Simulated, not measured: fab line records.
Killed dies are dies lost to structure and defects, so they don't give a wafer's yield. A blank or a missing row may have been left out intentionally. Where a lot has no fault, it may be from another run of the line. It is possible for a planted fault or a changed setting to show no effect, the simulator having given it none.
Which tool was responsible? -- flow sky130 -- 9 lots, 27 wafers sampled, at 5 steps of a route of 708

WHAT THE GAUGES SHOWED, per wafer
SKY_VIA4_THK_MEAS_20: measures by xrf. Usual: for VIA4_W_THK the level is 502 nm and the standard deviation is 6.5.
lot,measured,on,VIA4_W_THK (nm),flag
L471,day 43 04:10,film_metro-01,507 508 499,
L474,day 45 05:33,film_metro-04,512 503 508,
L476,day 45 07:04,film_metro-01,511 505 508,
L479,day 45 09:08,film_metro-03,488 501 500,
L482,day 46 07:14,film_metro-03,486 492 496,
L484,day 47 08:50,film_metro-04,500 502 497,
L489,day 48 07:59,film_metro-01,507 517 508,
L490,day 48 19:11,film_metro-01,504 511 503,
L491,day 48 21:10,film_metro-01,505 505 514,

SKY_PASSIVATION_THK_MEAS_03. Usual: for PASSIVATION_CVD_02_THK the level is 540 nm and the standard deviation is 6.2.
lot,measured,on,PASSIVATION_CVD_02_THK (nm),flag
L471,day 44 03:31,film_metro-02,542 538 540,
L474,day 46 03:26,film_metro-03,538 549 544,
L476,day 46 05:14,film_metro-04,538 541 542,
L479,day 46 08:07,film_metro-03,534 532 546,
L482,day 47 05:03,film_metro-04,459 458 463 459 459 463,OFF
L484,day 48 06:12,film_metro-03,456 469 474 456 470 474,OFF
L489,day 49 04:20,film_metro-03,546 546 542,
L490,day 49 14:39,film_metro-04,537 543 548,
L491,day 49 16:11,film_metro-03,543 539 545,

EACH LOT AND THE TOOL THAT RAN IT (in order: tool; ch and the chambers of the sampled wafers; start)
lot,SKY_VIA4_CMP_21,SKY_METAL5_SPUTTER_02,SKY_PASSIVATION_CVD_02
L471,"cmp-02 ch 0,3, day 43 04:26","pvd_sputter-02, day 43 04:44","pecvd-01 ch 0,1,2, day 44 03:17"
L474,"cmp-01 ch 1,2,3, day 45 05:45","pvd_sputter-04, day 45 05:57","pecvd-01 ch 1,2, day 46 03:11"
L476,"cmp-01 ch 0,2,3, day 45 07:24","pvd_sputter-01, day 45 07:45","pecvd-02 ch 1,2, day 46 05:01"
L479,"cmp-01 ch 0,1,3, day 45 09:29","pvd_sputter-02, day 45 09:47","pecvd-02 ch 1,2, day 46 07:53"
L482,"cmp-02 ch 1,2,3, day 46 07:20","pvd_sputter-04, day 46 07:38","pecvd-02 ch 0,1,2, day 47 04:49"
L484,"cmp-02 ch 0,1, day 47 08:56","pvd_sputter-04, day 47 09:14","pecvd-02 ch 0,1,2, day 48 05:58"
L489,"cmp-02 ch 0,1, day 48 08:03","pvd_sputter-04, day 48 08:25","pecvd-04 ch 0,1,2, day 49 04:07"
L490,"cmp-02 ch 2,3, day 48 19:17","pvd_sputter-04, day 48 19:38","pecvd-01 ch 1,2, day 49 14:25"
L491,"cmp-02 ch 0,1,2, day 48 21:13","pvd_sputter-01, day 48 21:34","pecvd-01 ch 0,2, day 49 15:58"
- SKY_VIA4_CMP_21: polishes, stops on SiO2, t overpolish 25 s, target thk 0 nm.
- SKY_METAL5_SPUTTER_02: material AlCu, target thk 1150 nm, time 61.2 s.
- SKY_PASSIVATION_CVD_02: deposits Si3N4, target thk 540 nm.

WHAT THE TOOLS THEMSELVES READ (means of the sampled wafers that have a number; where no wafer has one, the mark that the record gives instead)
SKY_VIA4_CMP_21. Usual: motor_current_A 10.7 A, standard deviation 0.71; overpolish_run_s 25.001 s, standard deviation 0.0089; slurry_flow_ml_min 150.0, standard deviation 0.52; time_to_endpoint_s 124 s, standard deviation 3.9.
lot,tool,motor_current_A (A),overpolish_run_s (s),slurry_flow_ml_min,time_to_endpoint_s (s),flag
L471,cmp-02,10.6,25.001,149.6,121,
L474,cmp-01,10.9,24.989,150.2,130,
L476,cmp-01,11.4,25.003,150.1,127,
L479,cmp-01,10.5,25.002,149.9,130,
L482,cmp-02,10.7,25.000,150.3,124,
L484,cmp-02,10.1,25.003,150.2,127,
L489,cmp-02,10.5,25.006,149.8,121,
L490,cmp-02,10.6,25.002,149.6,129,
L491,cmp-02,10.8,25.006,149.9,123,

SKY_METAL5_SPUTTER_02. Usual: throttle_valve_pct reads 29.6 % (standard deviation 1).
lot,tool,throttle_valve_pct (%),flag
L471,pvd_sputter-02,29.9,
L474,pvd_sputter-04,29.4,
L476,pvd_sputter-01,29.8,
L479,pvd_sputter-02,29.5,
L482,pvd_sputter-04,29.4,
L484,pvd_sputter-04,30.3,
L489,pvd_sputter-04,29.9,
L490,pvd_sputter-04,30.5,
L491,pvd_sputter-01,30.0,

SKY_PASSIVATION_CVD_02. Usual: heater_power_w 696 W, standard deviation 72; rf_fwd_power_W 449.0 W, standard deviation 1.2.
lot,tool,heater_power_w (W),rf_fwd_power_W (W),flag
L471,pecvd-01,657,449.8,
L474,pecvd-01,636,449.4,
L476,pecvd-02,733,448.2,
L479,pecvd-02,798,448.7,
L482,pecvd-02,787,268.8,OFF
L484,pecvd-02,788,268.8,OFF
L489,pecvd-04,693,449.2,
L490,pecvd-01,709,450.4,
L491,pecvd-01,660,448.3,

THE ANSWER, worked out from the rows above alone
Rule: take the mean of a lot's wafers that have a number; if it is more than 3 standard deviations from the usual mean, the lot is off. Also off: a lot with no number at a reading for which 4 or more lots have one. Where the step has rows for the other lots, those lots are counted as sound. After the gauges, taken in route order, come the tools' own readings; for these a lot's mean is taken, as printed above. The first step at which some lot is off is used, and at that step the reading that is off furthest; a lot without a number counts as furthest.
Off: at SKY_PASSIVATION_THK_MEAS_03 (PASSIVATION_CVD_02_THK), L482, L484.
If a tool, at a process step before that reading, ran all the lots that are off and no sound lot after the first of them, it fits. Not tried: the gauges at SKY_PASSIVATION_THK_MEAS_03; whatever is off there is also off at SKY_PASSIVATION_CVD_02, on other tools, and gauge error can't account for it. One fits: SKY_PASSIVATION_CVD_02 on pecvd-02. A fault onset in the window from L479 (day 46 07:53, its last sound lot) to L482 (day 47 04:49, its first lot off) fits.
The tool's own readings at SKY_PASSIVATION_CVD_02 bear it out: on the lots that are off they differ by more than 5 times the standard deviation of the sound lots' means. rf_fwd_power_W reads 268.8 W there against 449.1 W on the sound lots.

WHAT HAD BEEN PUT IN BY THE SIMULATOR
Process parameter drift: pecvd-02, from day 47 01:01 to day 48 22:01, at SKY_PASSIVATION_CVD_02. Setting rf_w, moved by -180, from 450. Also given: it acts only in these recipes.
Struck lots among those shown: L482, L484. The rule given above showed the same thing.
